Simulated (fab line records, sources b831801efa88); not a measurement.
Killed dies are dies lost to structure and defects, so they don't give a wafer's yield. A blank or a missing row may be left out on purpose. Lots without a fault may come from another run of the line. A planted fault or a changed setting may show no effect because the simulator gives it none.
Which tool did it? | flow gf180mcu | 12 lots, 36 wafers sampled, at 7 steps of a route of 602

WHAT THE GAUGES READ, wafer by wafer
GF_V4_THK_MEAS_03. Usual: V4_CVD_02_THK 852 nm, standard deviation 13.
lot  | measured     | on            | V4_CVD_02_THK (nm) | flag
L633 | day 23 08:22 | film_metro-01 | 844 844 856        |
L634 | day 23 15:15 | film_metro-03 | 849 865 826        |
L636 | day 24 18:50 | film_metro-03 | 846 840 845        |
L638 | day 25 08:47 | film_metro-04 | 852 864 854        |
L639 | day 25 14:07 | film_metro-01 | 827 850 865        |
L640 | day 25 21:46 | film_metro-03 | 835 854 855        |
L641 | day 26 08:31 | film_metro-04 | 860 872 859        |
L647 | day 28 02:35 | film_metro-04 | 851 549 852        | OFF
L648 | day 28 11:17 | film_metro-04 | 840 835 862        |
L653 | day 29 22:32 | film_metro-03 | 821 853 861        |
L655 | day 30 08:27 | film_metro-03 | 862 850 856        |
L656 | day 30 11:43 | film_metro-04 | 854 844 851        |

GF_V4_THK_MEAS_25: measures by xrf. Usual: V4_W_THK 367 nm, standard deviation 8.
lot  | measured     | on            | V4_W_THK (nm) | flag
L633 | day 24 07:23 | film_metro-03 | 379 365 376   |
L634 | day 24 14:53 | film_metro-03 | 376 366 377   |
L636 | day 25 18:30 | film_metro-01 | 375 386 381   |
L638 | day 26 07:42 | film_metro-04 | 371 354 356   |
L639 | day 26 12:52 | film_metro-03 | 371 367 372   |
L640 | day 26 19:38 | film_metro-03 | 357 355 359   |
L641 | day 27 07:05 | film_metro-03 | 356 369 368   |
L647 | day 29 00:04 | film_metro-03 | 358 357 372   |
L648 | day 29 07:59 | film_metro-03 | 357 375 362   |
L653 | day 30 18:33 | film_metro-04 | 373 378 358   |
L655 | day 31 04:20 | film_metro-04 | 374 362 373   |
L656 | day 31 07:19 | film_metro-04 | 367 368 367   |

WHICH TOOL RAN EACH LOT (tool, then ch and the chambers of the sampled wafers, then the start)
lot  | GF_V4_CVD_02                    | GF_V4_CMP_04                  | GF_V4_ETCH_16                      | GF_V4_ETCH_17                                 | GF_V4_SPUTTER_21
L633 | pecvd-04 ch 0,1,2, day 23 08:19 | cmp-02 ch 0,1, day 23 08:27   | rie_diel-01 ch 0,1,3, day 24 06:22 | rie_diel-01 ch 0,1,3, day 24 07:02 or earlier | pvd_sputter-04, day 24 07:02
L634 | pecvd-02 ch 1,2, day 23 15:10   | cmp-01 ch 0,3, day 23 15:17   | rie_diel-02 ch 2,3, day 24 13:50   | rie_diel-02 ch 2,3, day 24 14:32 or earlier   | pvd_sputter-02, day 24 14:32
L636 | pecvd-04 ch 0,1,2, day 24 18:46 | cmp-02 ch 0,1,2, day 24 18:54 | rie_diel-04 ch 0,2,3, day 25 17:31 | rie_diel-04 ch 0,2,3, day 25 18:10 or earlier | pvd_sputter-03, day 25 18:10
L638 | pecvd-04 ch 0,2, day 25 08:43   | cmp-02 ch 1,2, day 25 08:51   | rie_diel-01 ch 1,2, day 26 06:41   | rie_diel-01 ch 1,2, day 26 07:22 or earlier   | pvd_sputter-03, day 26 07:22
L639 | pecvd-02 ch 0,2, day 25 14:02   | cmp-01 ch 0,1,3, day 25 14:10 | rie_diel-02 ch 1,2,3, day 26 11:52 | rie_diel-02 ch 1,2,3, day 26 12:31 or earlier | pvd_sputter-02, day 26 12:31
L640 | pecvd-04 ch 0,1,2, day 25 21:41 | cmp-02 ch 1,2, day 25 21:49   | rie_diel-01 ch 0,1,3, day 26 18:38 | rie_diel-01 ch 0,1,3, day 26 19:17 or earlier | pvd_sputter-04, day 26 19:17
L641 | pecvd-03 ch 0,1, day 26 08:24   | cmp-02 ch 0,2, day 26 08:37   | rie_diel-04 ch 0,2, day 27 06:05   | rie_diel-04 ch 0,2, day 27 06:45 or earlier   | pvd_sputter-04, day 27 06:45
L647 | pecvd-03 ch 0,1,2, day 28 02:31 | cmp-01 ch 1,2, day 28 02:39   | rie_diel-04 ch 0,2,3, day 28 22:58 | rie_diel-04 ch 0,2,3, day 28 23:44 or earlier | pvd_sputter-04, day 28 23:44
L648 | pecvd-04 ch 0,2, day 28 11:13   | cmp-01 ch 1,2, day 28 11:20   | rie_diel-02 ch 0,1,3, day 29 06:59 | rie_diel-02 ch 0,1,3, day 29 07:39 or earlier | pvd_sputter-02, day 29 07:39
L653 | pecvd-02 ch 0,2, day 29 22:28   | cmp-01 ch 0,1,2, day 29 22:35 | rie_diel-02 ch 0,1,3, day 30 17:29 | rie_diel-02 ch 0,1,3, day 30 18:13 or earlier | pvd_sputter-02, day 30 18:13
L655 | pecvd-04 ch 0,1,2, day 30 08:23 | cmp-02 ch 0,3, day 30 08:32   | rie_diel-02 ch 0,1,3, day 31 03:17 | rie_diel-02 ch 0,1,3, day 31 03:58 or earlier | pvd_sputter-04, day 31 03:58
L656 | pecvd-04 ch 0,2, day 30 11:38   | cmp-02 ch 0,1,3, day 30 11:52 | rie_diel-04 ch 0,3, day 31 06:19   | rie_diel-04 ch 0,3, day 31 06:59 or earlier   | pvd_sputter-02, day 31 06:59
- GF_V4_CVD_02: deposits SiO2 from TEOS, target thk 850 nm, time 94.851 s.
- GF_V4_CMP_04: polishes SiO2.
- GF_V4_ETCH_16: etches BARC in N2/H2.
- GF_V4_ETCH_17: etches SiO2 in C4F8/O2/Ar, stops on TiN, target depth 630 nm.
- GF_V4_SPUTTER_21: material Ti, target thk 15 nm, time 80.02 s.

WHAT THE TOOLS THEMSELVES READ (means of the sampled wafers that have a number; where no wafer has one, the mark that the record gives instead)
GF_V4_CVD_02. Usual: heater_power_w 648 W, standard deviation 72.
lot  | tool     | heater_power_w (W) | flag
L633 | pecvd-04 | 624                |
L634 | pecvd-02 | 708                |
L636 | pecvd-04 | 636                |
L638 | pecvd-04 | 578                |
L639 | pecvd-02 | 700                |
L640 | pecvd-04 | 653                |
L641 | pecvd-03 | 534                |
L647 | pecvd-03 | 564                |
L648 | pecvd-04 | 633                |
L653 | pecvd-02 | 696                |
L655 | pecvd-04 | 659                |
L656 | pecvd-04 | 670                |

GF_V4_CMP_04. Usual: motor_current_A 11.6 A, standard deviation 1; time_to_endpoint_s 80 s, standard deviation 6.1.
lot  | tool   | motor_current_A (A) | time_to_endpoint_s (s) | flag
L633 | cmp-02 | 12.3                | 81                     |
L634 | cmp-01 | 10.3                | 79                     |
L636 | cmp-02 | 11.7                | 79                     |
L638 | cmp-02 | 12.2                | 86                     |
L639 | cmp-01 | 11.1                | 81                     |
L640 | cmp-02 | 11.7                | 84                     |
L641 | cmp-02 | 11.7                | 84                     |
L647 | cmp-01 | 12.7                | 62                     |
L648 | cmp-01 | 12.4                | 77                     |
L653 | cmp-01 | 11.8                | 78                     |
L655 | cmp-02 | 12.3                | 80                     |
L656 | cmp-02 | 12.0                | 79                     |

GF_V4_ETCH_16. Usual: drypump_motor_current_A 5.8 A, standard deviation 0.44; oes_product_au 0.855 a.u., standard deviation 0.0045; throttle_valve_pct 13.225 %, standard deviation 0.0093.
lot  | tool        | drypump_motor_current_A (A) | oes_product_au (a.u.) | throttle_valve_pct (%) | flag
L633 | rie_diel-01 | 5.7                         | 0.856                 | 13.228                 |
L634 | rie_diel-02 | 5.9                         | 0.854                 | 13.223                 |
L636 | rie_diel-04 | 5.7                         | 0.853                 | 13.229                 |
L638 | rie_diel-01 | 6.5                         | 0.856                 | 13.227                 |
L639 | rie_diel-02 | 5.8                         | 0.854                 | 13.228                 |
L640 | rie_diel-01 | 5.7                         | 0.854                 | 13.224                 |
L641 | rie_diel-04 | 5.9                         | 0.857                 | 13.228                 |
L647 | rie_diel-04 | 5.7                         | 0.856                 | 13.227                 |
L648 | rie_diel-02 | 5.8                         | 0.858                 | 13.223                 |
L653 | rie_diel-02 | 5.8                         | 0.855                 | 13.228                 |
L655 | rie_diel-02 | 5.8                         | 0.857                 | 13.219                 |
L656 | rie_diel-04 | 5.6                         | 0.858                 | 13.229                 |

GF_V4_ETCH_17. Usual: oes_product_au 0.856 a.u., standard deviation 0.005.
lot  | tool        | oes_product_au (a.u.) | flag
L633 | rie_diel-01 | 0.858                 |
L634 | rie_diel-02 | 0.860                 |
L636 | rie_diel-04 | 0.857                 |
L638 | rie_diel-01 | 0.858                 |
L639 | rie_diel-02 | 0.852                 |
L640 | rie_diel-01 | 0.856                 |
L641 | rie_diel-04 | 0.859                 |
L647 | rie_diel-04 | 0.832                 | OFF
L648 | rie_diel-02 | 0.850                 |
L653 | rie_diel-02 | 0.852                 |
L655 | rie_diel-02 | 0.860                 |
L656 | rie_diel-04 | 0.858                 |

GF_V4_SPUTTER_21. Usual: throttle_valve_pct 30.5 %, standard deviation 1.
lot  | tool           | throttle_valve_pct (%) | flag
L633 | pvd_sputter-04 | 31.0                   |
L634 | pvd_sputter-02 | 29.6                   |
L636 | pvd_sputter-03 | 30.8                   |
L638 | pvd_sputter-03 | 31.5                   |
L639 | pvd_sputter-02 | 29.4                   |
L640 | pvd_sputter-04 | 30.8                   |
L641 | pvd_sputter-04 | 31.1                   |
L647 | pvd_sputter-04 | 30.7                   |
L648 | pvd_sputter-02 | 29.2                   |
L653 | pvd_sputter-02 | 29.5                   |
L655 | pvd_sputter-04 | 31.3                   |
L656 | pvd_sputter-02 | 29.5                   |

THE ANSWER, worked out from the rows above alone
Rule: a lot is off if the mean of its wafers that have a number lies more than 3 standard deviations from the usual mean. A lot without any number at a reading at which 4 lots or more have one is off too. The other lots that the step has rows for count as sound. The gauges are gone through in route order, then the tools' own readings, and for those a lot's mean is taken as printed above. The first step at which some lot is off is used, and at that step the reading that is off furthest; a lot without a number counts as furthest.
Off: L647, at GF_V4_THK_MEAS_03 (V4_CVD_02_THK).
A tool fits if, at a process step before that reading, it ran every lot that is off, and no sound lot after the first of them. The gauges at GF_V4_THK_MEAS_03 aren't tried: what is off there is off at GF_V4_ETCH_17 too, on other tools, and a gauge's error can't cause that. One fits: pecvd-03 at GF_V4_CVD_02. Its last sound lot is L641 (day 26 08:24), its first lot that is off L647 (day 28 02:31): a fault that began between those two fits.

WHAT THE SIMULATOR HAD PUT IN
Process parameter drift: pecvd-03, from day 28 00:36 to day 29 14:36, at GF_V4_CVD_02. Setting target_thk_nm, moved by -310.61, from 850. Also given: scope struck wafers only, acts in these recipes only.
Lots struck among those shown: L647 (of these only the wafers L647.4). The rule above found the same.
